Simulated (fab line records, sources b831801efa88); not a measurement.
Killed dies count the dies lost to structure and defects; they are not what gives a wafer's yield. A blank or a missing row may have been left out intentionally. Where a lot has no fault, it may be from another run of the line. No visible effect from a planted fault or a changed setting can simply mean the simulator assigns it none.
Which tool was responsible? -- flow sky130 -- Sampling: 11 lots, 33 wafers, 4 of 708 route steps

== WHAT THE GAUGES READ, wafer by wafer ==
SKY_POLY_GATE_THK_MEAS_04.
lot,measured,on,POLY_GATE_CVD_03_THK (nm)
L748,day 15 05:11,film metro-01,74.3 74.7 74.1
L749,day 15 14:56,film metro-01,75.0 75.1 75.5
L750,day 15 16:17,film metro-04,75.7 75.8 76.5
L753,day 17 06:30,film metro-03,75.3 75.1 75.4
L754,day 17 10:07,film metro-03,75.5 75.4 75.4
L755,day 17 16:06,film metro-03,74.8 74.6 74.6
L756,day 17 23:37,film metro-03,74.5 75.2 74.9
L757,day 18 11:50,film metro-03,73.8 74.5 74.4
L759,day 19 04:34,film metro-03,75.2 75.2 75.6
L762,day 20 06:05,film metro-03,74.4 75.2 75.3
L763,day 20 16:58,film metro-01,74.7 75.0 75.0

SKY_CONTACT_THK_MEAS_01.
lot,measured,on,CONTACT_CVD_00_THK (nm)
L748,day 30 06:41,film metro-04,75.6 76.4 76.5
L749,day 30 23:10,film metro-02,74.7 74.9 75.2
L750,day 30 22:48,film metro-01,73.4 74.7 74.7
L753,day 32 12:09,film metro-02,73.3 74.2 73.8
L754,day 32 15:04,film metro-01,74.4 73.6 74.7
L755,day 32 20:05,film metro-02,74.0 74.0 75.2
L756,day 33 08:28,film metro-02,73.9 74.8 74.9
L757,day 33 13:28,film metro-04,74.1 73.3 73.5
L759,day 34 02:23,film metro-02,75.0 75.4 75.2
L762,day 35 01:16,film metro-02,75.3 75.5 109.4
L763,day 35 10:52,film metro-01,74.5 75.2 110.0

== TOOL THAT RAN EACH LOT (tool first, then ch and the chambers of the sampled wafers, then the start) ==
lot,SKY_GATE_OXIDE_STRIP_13,SKY_CONTACT_CVD_00
L748,"plasma asher-03 ch 0,1, day 13 20:17","pecvd-03 ch 0,1,2, day 30 06:38"
L749,"plasma asher-01 ch 0,1, day 14 07:21","pecvd-02 ch 0,1, day 30 23:08"
L750,"plasma asher-03 ch 0,1, day 14 07:29","pecvd-03 ch 1,2, day 30 22:45"
L753,"plasma asher-03 ch 0,1, day 15 20:31","pecvd-03 ch 0,1,2, day 32 12:07"
L754,"plasma asher-01 ch 0,1, day 15 22:49","pecvd-04 ch 0,1,2, day 32 15:02"
L755,"plasma asher-04 ch 0,1, day 16 04:47","pecvd-02 ch 0,2, day 32 20:03"
L756,"plasma asher-03 ch 0,1, day 16 12:59","pecvd-03 ch 0,1, day 33 08:25"
L757,"plasma asher-04 ch 0,1, day 16 23:09","pecvd-03 ch 0,1,2, day 33 13:26"
L759,"plasma asher-01 ch 0,1, day 17 18:35","pecvd-04 ch 1,2, day 34 02:20"
L762,"plasma asher-03 ch 0,1, day 18 16:27","pecvd-03 ch 0,1,2, day 35 01:14"
L763,"plasma asher-03 ch 0,1, day 19 05:09","pecvd-03 ch 0,2, day 35 10:49"
- SKY_GATE_OXIDE_STRIP_13: strips in O2/N2.
- SKY_CONTACT_CVD_00: deposits Si3N4, target thk 75 nm.

== WHAT THE TOOLS THEMSELVES READ (means of the sampled wafers that have a number; where no wafer has one, the mark that the record gives instead) ==
SKY_GATE_OXIDE_STRIP_13.
lot,tool,drypump motor current A (A),oes product au (a.u.),strip time to endpoint s (s)
L748,plasma asher-03,6.2,0.713,14.26
L749,plasma asher-01,6.2,0.716,14.19
L750,plasma asher-03,6.4,0.716,14.10
L753,plasma asher-03,6.2,0.714,14.16
L754,plasma asher-01,6.4,0.712,14.16
L755,plasma asher-04,5.2,0.718,14.13
L756,plasma asher-03,6.4,0.717,14.21
L757,plasma asher-04,5.2,0.710,14.13
L759,plasma asher-01,6.2,0.713,14.18
L762,plasma asher-03,6.2,0.713,14.19
L763,plasma asher-03,6.2,0.712,14.17

SKY_CONTACT_CVD_00.
lot,tool,heater power w (W),rf fwd power W (W)
L748,pecvd-03,671,443.3
L749,pecvd-02,830,441.9
L750,pecvd-03,656,445.0
L753,pecvd-03,722,443.1
L754,pecvd-04,673,444.9
L755,pecvd-02,708,442.6
L756,pecvd-03,780,439.2
L757,pecvd-03,696,443.4
L759,pecvd-04,648,443.6
L762,pecvd-03,735,441.3
L763,pecvd-03,714,442.1

== THE ANSWER, worked out from the rows above alone ==
Rule: the lots themselves supply what counts as usual. Put in order of their means at a reading, lots are off if they are a third of the lots or fewer, leave a main group of 4 or more, and stand apart from it by a gap of 3 or more times the standard deviation of the main group's means; of several such gaps the widest counts. The tables above print the reading to a certain number of digits; a main group whose means all agree to those digits is not used. Also off: a lot with no number at a reading for which 4 or more lots have one. Any other lot the step has rows for is counted as sound. Order of review: gauges by route order, followed by the tools' own readings, for which a lot's mean as printed above is used. The first step at which some lot is off is used, and at that step the reading that is off furthest; a lot without a number counts as furthest.
Off: L762, L763, at SKY_CONTACT_THK_MEAS_01 (CONTACT_CVD_00_THK). The main group has a mean of 74.6 nm with a standard deviation of 0.73.
If a tool, at a process step before that reading, ran all the lots that are off and no sound lot after the first of them, it fits. Gauges at SKY_CONTACT_THK_MEAS_01: tried the same way as those tools. Undecided on this evidence; 2 tools fit (plasma asher-03 at SKY_GATE_OXIDE_STRIP_13, pecvd-03 at SKY_CONTACT_CVD_00).

== WHAT HAD BEEN PUT IN BY THE SIMULATOR ==
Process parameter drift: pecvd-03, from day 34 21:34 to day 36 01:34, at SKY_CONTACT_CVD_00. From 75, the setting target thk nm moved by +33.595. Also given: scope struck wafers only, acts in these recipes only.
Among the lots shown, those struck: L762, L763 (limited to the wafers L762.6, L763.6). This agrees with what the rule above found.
